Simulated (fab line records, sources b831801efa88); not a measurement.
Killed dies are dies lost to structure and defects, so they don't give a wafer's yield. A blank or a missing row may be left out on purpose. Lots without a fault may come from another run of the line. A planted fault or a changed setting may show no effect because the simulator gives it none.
A struck lot beside a sound one | flow sky130 | 43 steps out of a route of 708
Sound: wafers L878.3, L878.4, L878.6. Struck: wafers L885.1, L885.2, L885.5. The cause comes at the end.
At each step with rows: each side's tool, then ch and its chambers, then its first start. Under that, the readings that differ: sound wafers | struck wafers | difference of the means | sigmas: that difference in standard deviations of wafers without a fault.
alike: readings whose means differ by less than 2 such deviations, and words and numbers that are the same on both sides. not compared: withheld readings, readings that some wafer has no value for, bounds like >300 that may hide the same value, and numbers for which the record gives no deviation and whose values overlap.
The two part at a step that has a row with sigmas, a row that says differs or no value, or rows on one side only. Numbers that don't overlap but have no deviation are shown without sigmas and don't part them. A reading that every wafer of one side lacks parts them only if that side has two wafers or more.

SKY_CAP2M_RS_MEAS_03: measures by four-point-probe.
  sound on film_metro-02, day 39 20:37; struck on film_metro-03, day 42 12:47
  alike: CAP2M_TIN_RS
SKY_CAP2M_THK_MEAS_04: measures by xrf.
  sound on film_metro-02, day 39 20:43; struck on film_metro-03, day 42 12:55
  alike: CAP2M_TIN_THK
then, 7 steps without rows for these wafers: SKY_CAP2M_DEHYDRATE_05 (time 60 s); SKY_CAP2M_HMDS_06 (prime time 60 s); SKY_CAP2M_COAT_07 (resist thk 1140 nm); SKY_CAP2M_SOFTBAKE_08 (time 60 s); SKY_CAP2M_EXPOSE_09 (exposes mask CAP2M, target cd 1000 nm); SKY_CAP2M_PEB_10; SKY_CAP2M_DEVELOP_11 (develop time 60 s).
SKY_CAP2M_OVL_MEAS_12:
  sound on overlay-01, day 40 21:32; struck on overlay-02, day 43 11:02
  alike: CAP2M_OVL
then, 1 step without rows for these wafers: SKY_CAP2M_METAL_ETCH_13 (etches TiN in Cl2/BCl3, stops on SiO2, target depth 220 nm, time 62.9 s).
SKY_CAP2M_STRIP_14: strips in O2/N2.
  sound on plasma_asher-03 ch 0,1, day 40 21:40; struck on plasma_asher-04 ch 0,1, day 43 11:10
  alike: drypump_motor_current_A, oes_product_au, strip_time_to_endpoint_s
  not compared: rf_hours_counter_h
SKY_CAP2M_STRIP_15: strips in post etch residue remover, time 1200 s.
  sound on wet_bench-01 ch 0, day 40 21:44; struck on wet_bench-02 ch 2, day 43 11:16
  alike: bath_guard_temp_C
then, 10 steps without rows for these wafers: SKY_CAP2M_CLEAN_16 (cleans in IPA, time 180 s); SKY_CAP2M_CLEAN_17 (cleans in O3/DIW); SKY_METAL4_DEHYDRATE_05 (time 60 s); SKY_METAL4_HMDS_06 (prime time 60 s); SKY_METAL4_COAT_07 (resist thk 60 nm); SKY_METAL4_COAT_08 (resist thk 1140 nm); SKY_METAL4_SOFTBAKE_09 (time 90 s); SKY_METAL4_EXPOSE_10 (exposes mask MM4, target cd 300 nm); SKY_METAL4_PEB_11; SKY_METAL4_DEVELOP_12 (develop time 60 s).
SKY_METAL4_CD_MEAS_13: target cd 300 nm.
  sound on cd_sem-02, day 41 21:33; struck on cd_sem-01, day 44 10:35
  alike: cd_nm
SKY_METAL4_OVL_MEAS_14:
  sound on overlay-02, day 41 21:39; struck on overlay-02, day 44 10:43
  alike: METAL4_OVL
SKY_METAL4_DESCUM_15: chemistry O2, time 8 s.
  sound on rie_metal-04 ch 1, day 41 21:41; struck on rie_metal-04 ch 0,1, day 44 10:45
  alike: drypump_motor_current_A, he_backside_leak_sccm, oes_product_au
  not compared: rf_hours_counter_h
then, 1 step without rows for these wafers: SKY_METAL4_ETCH_16 (etches BARC in N2/H2, stops on SiO2, time 88.2 s, target depth 60 nm).
SKY_METAL4_ETCH_17: etches SiO2 in C4F8/O2/Ar, stops on TiN, time 3.9 s, target depth 15 nm.
  sound on rie_diel-04 ch 0,1, day 41 21:56; struck on rie_diel-02 ch 1,3, day 44 10:53
  alike: oes_product_au
  not compared: rf_hours_counter_h
then, 1 step without rows for these wafers: SKY_METAL4_METAL_ETCH_18 (etches the open film in Cl2/BCl3, stops on SiO2, target depth 845 nm, time 183.1 s).
SKY_METAL4_STRIP_19: strips in O2/N2.
  sound on plasma_asher-01 ch 0,1, day 41 22:10; struck on plasma_asher-02 ch 0,1, day 44 11:05
  alike: drypump_motor_current_A, oes_product_au, strip_time_to_endpoint_s
  not compared: rf_hours_counter_h
then, 4 steps without rows for these wafers: SKY_METAL4_STRIP_20 (strips in post etch residue remover, time 1200 s); SKY_METAL4_CLEAN_21 (cleans in IPA, time 180 s); SKY_METAL4_CLEAN_22 (cleans in O3/DIW); SKY_VIA4_HDPCVD_00 (deposits SiO2, target thk 1750 nm, time 291.7 s).
SKY_VIA4_THK_MEAS_01:
  sound on film_metro-02, day 41 22:55; struck on film_metro-03, day 44 11:51
  alike: VIA4_HDPCVD_THK
SKY_VIA4_CMP_02: polishes SiO2.
  sound on cmp-02 ch 0,2, day 41 22:58; struck on cmp-01 ch 1,2,3, day 44 11:58
  alike: motor_current_A
SKY_VIA4_BOW_MEAS_03:
  sound on film_metro-03, day 41 23:18; struck on film_metro-01, day 44 12:13
  alike: VIA4_BOW
then, 5 steps without rows for these wafers: SKY_VIA4_DEHYDRATE_04 (time 60 s); SKY_VIA4_HMDS_05 (prime time 60 s); SKY_VIA4_COAT_06 (resist thk 1140 nm); SKY_VIA4_SOFTBAKE_07 (time 60 s); SKY_VIA4_EXPOSE_08 (exposes mask VIM4, target cd 800 nm).
-- the record jumps here: 4 days lie between the struck wafers' starts before and after (it left off in module VIA4 and takes up again in module PAD_OPEN, whose first step shown is number 708 of the route) --
SKY_PAD_OPEN_PROBE_99:
  sound on prober-02, day 45 21:49; struck on prober-02, day 48 03:25
  reading                               | sound                | struck                                                                     | difference                   | sigmas
  hold                                  | - - -                | await_dispo/1.9h/release await_dispo/1.9h/release await_dispo/1.9h/release | no value on the sound wafers |
  defect_limited_yield (%)              | 82.9 82.5 82.9       | 74.2 68.1 71.5                                                             | -11.5                        | -6
  killed_at_other                       | 0 0 0                | 62 66 56                                                                   | +61                          | +99 or more
  killed_dies                           | 84 86 84             | 127 157 140                                                                | +57                          | +6
  model.etest.tester.sort_n_pass        | 408 406 408          | 365 335 352                                                                | -57                          |
  model.etest.tester.sort_yield_pct (%) | 82.93 82.52 82.93    | 74.19 68.09 71.54                                                          | -11.52                       |
  model.etest.tester.sort_bin_5_pct (%) | 11.18 9.959 9.756    | 17.68 20.93 16.46                                                          | +8.06                        |
  model.etest.tester.sort_bin_3_pct (%) | 0.6098 0.6098 0.4065 | 2.033 3.659 5.081                                                          | +3.049                       |
  alike: killed_at_M0_to_M3, killed_at_M4_up, killed_at_contacts, killed_at_front_end, killed_open, killed_short

WHERE THEY PART
Only at SKY_PAD_OPEN_PROBE_99, within this record.

WHY: what the simulator had put in
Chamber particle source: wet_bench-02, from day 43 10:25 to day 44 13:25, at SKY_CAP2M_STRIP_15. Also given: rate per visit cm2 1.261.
